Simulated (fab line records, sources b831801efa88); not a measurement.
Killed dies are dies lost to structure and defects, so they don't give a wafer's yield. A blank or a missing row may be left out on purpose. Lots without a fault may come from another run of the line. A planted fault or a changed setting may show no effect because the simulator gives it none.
One fault seen from 2 desks | flow gf180mcu | each desk has only its own numbers; what lay behind them comes last

THE METROLOGY DESK
What the gauges read, lot by lot, whatever tool the lot ran on: means of the sampled wafers that have a number. A lot is out of limits, marked OUT, if its mean lies more than 4 standard deviations from the usual mean; the brackets give that distance.
Columns: A = V5_CVD_00_THK at GF_V5_THK_MEAS_01, usual 299 nm; B = V5_BOW at GF_V5_BOW_MEAS_05, usual 133 um
lot  | first seen here | A   | B
L189 | day 26 17:18    | 301 | 133
L190 | day 26 20:15    | 300 | 133
L194 | day 28 10:51    | 302 | 135
L195 | day 28 14:44    | 300 | 134
L197 | day 29 06:23    | 299 | 128
L199 | day 29 13:56    | 297 | 138
L200 | day 29 14:27    | 300 | 126
L201 | day 30 09:53    | 294 | 117
L206 | day 31 14:13    | 300 | 134
L207 | day 31 19:37    | 301 | 134
L209 | day 32 11:36    | 300 | 136
L210 | day 32 13:20    | 301 | 146
L211 | day 32 16:04    | 302 | 139
L212 | day 33 03:19    | 299 | 131
This desk's finding: nothing out of limits on any of the 14 lots.

THE TOOL OWNER'S DESK: litho_track-02
The tool's own readings at GF_V5_DEVELOP_13 (develop time 60 s): means of the sampled wafers that have a number, for each lot that ran on this tool. A lot is out of limits, marked OUT, if its mean lies more than 4 standard deviations from the usual mean; the brackets give that distance.
Columns: A = chill_plate_temp_C at GF_V5_DEVELOP_13, usual 22.99 C; B = exhaust_pa at GF_V5_DEVELOP_13, usual 44.9 Pa; C = resist_line_temp_C at GF_V5_DEVELOP_13, usual 22.96 C
lot  | first seen here | A     | B    | C
L189 | day 27 14:46    | 23.07 | 45.3 | 22.86
L194 | day 29 06:54    | 22.97 | 44.9 | 22.89
L195 | day 29 10:36    | 22.98 | 45.2 | 22.98
L197 | day 30 01:55    | 22.95 | 45.4 | 22.95
L199 | day 30 09:42    | 22.79 | 45.0 | 22.90
L206 | day 32 07:53    | 22.84 | 44.2 | 22.92
L211 | day 33 09:13    | 22.95 | 45.8 | 22.96
This desk's finding: nothing out of limits on any of the 7 lots.

PUT TOGETHER
The metrology desk saw nothing out of limits.
The tool owner's desk saw nothing out of limits.

WHAT THE SIMULATOR HAD PUT IN
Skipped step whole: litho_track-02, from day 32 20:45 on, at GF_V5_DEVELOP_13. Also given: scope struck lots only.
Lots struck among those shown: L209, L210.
